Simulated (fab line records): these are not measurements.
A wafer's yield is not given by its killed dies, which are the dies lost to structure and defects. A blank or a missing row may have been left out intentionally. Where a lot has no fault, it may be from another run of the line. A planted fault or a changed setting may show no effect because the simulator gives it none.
Matching of chambers :: flow gf180mcu :: GF_V3_CMP_04 on cmp-02: 4 sister chambers
The step polishes SiO2. 8 wafers are shown with their chamber, then 9 later ones without.

== WAFERS PAIRED WITH THEIR CHAMBERS ==
wafer: L229.1
chamber: 0
motor current A (A): 11.3
time to endpoint s (s): 75

wafer: L229.6
chamber: 1
motor current A (A): 12.8
time to endpoint s (s): 77

wafer: L232.1
chamber: 2
motor current A (A): 12.4
time to endpoint s (s): 80

wafer: L232.2
chamber: 0
motor current A (A): 11.4
time to endpoint s (s): 73

wafer: L232.4
chamber: 3
motor current A (A): 13.4
time to endpoint s (s): 79

wafer: L233.3
chamber: 3
motor current A (A): 12.8
time to endpoint s (s): 77

wafer: L233.4
chamber: 1
motor current A (A): 12.8
time to endpoint s (s): 85

wafer: L233.6
chamber: 2
motor current A (A): 12.3
time to endpoint s (s): 78

== WAFERS WHOSE CHAMBER IS MISSING ==
wafer: L234.3
motor current A (A): 12.3
time to endpoint s (s): 86

wafer: L234.4
motor current A (A): 10.8
time to endpoint s (s): 83

wafer: L234.5
motor current A (A): 12.7
time to endpoint s (s): 81

wafer: L235.1
motor current A (A): 12.0
time to endpoint s (s): 72

wafer: L235.2
motor current A (A): 10.5
time to endpoint s (s): 74

wafer: L235.6
motor current A (A): 13.0
time to endpoint s (s): 87

wafer: L236.1
motor current A (A): 12.3
time to endpoint s (s): 81

wafer: L236.5
motor current A (A): 10.7
time to endpoint s (s): 90

wafer: L236.6
motor current A (A): 12.9
time to endpoint s (s): 90

== WHICH CHAMBER EACH WENT THROUGH ==
wafer: L234.3
from the rows above: can't be placed: 2 or 1
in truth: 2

wafer: L234.4
from the rows above: 0
in truth: 0

wafer: L234.5
from the rows above: can't be placed: 1 or 2 or 3
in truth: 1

wafer: L235.1
from the rows above: can't be placed: 2 or 0 or 1
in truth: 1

wafer: L235.2
from the rows above: 0
in truth: 0

wafer: L235.6
from the rows above: can't be placed: 1 or 3 or 2
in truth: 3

wafer: L236.1
from the rows above: can't be placed: 2 or 1
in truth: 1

wafer: L236.5
from the rows above: 0
in truth: 0

wafer: L236.6
from the rows above: can't be placed: 1 or 3 or 2
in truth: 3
Correctly placed: 3 of 9. Unplaceable from these rows: 6, with the true chamber sitting among the candidates in 6. Placed wrongly: 0.
How it was worked out, from the rows above alone: a wafer's distance from a chamber is the root of the sum, over the readings, of the square of ((its reading less the chamber's mean) divided by the reading's scatter). If the next closest chamber is less than 2 further off than the closest, the wafer can't be placed; otherwise it belongs to the closest. Each chamber's mean is taken over the wafers shown for it. The scatter: take each reading less its chamber's mean, square it, sum over the shown wafers, divide by the number of wafers less the number of chambers, and take the root.
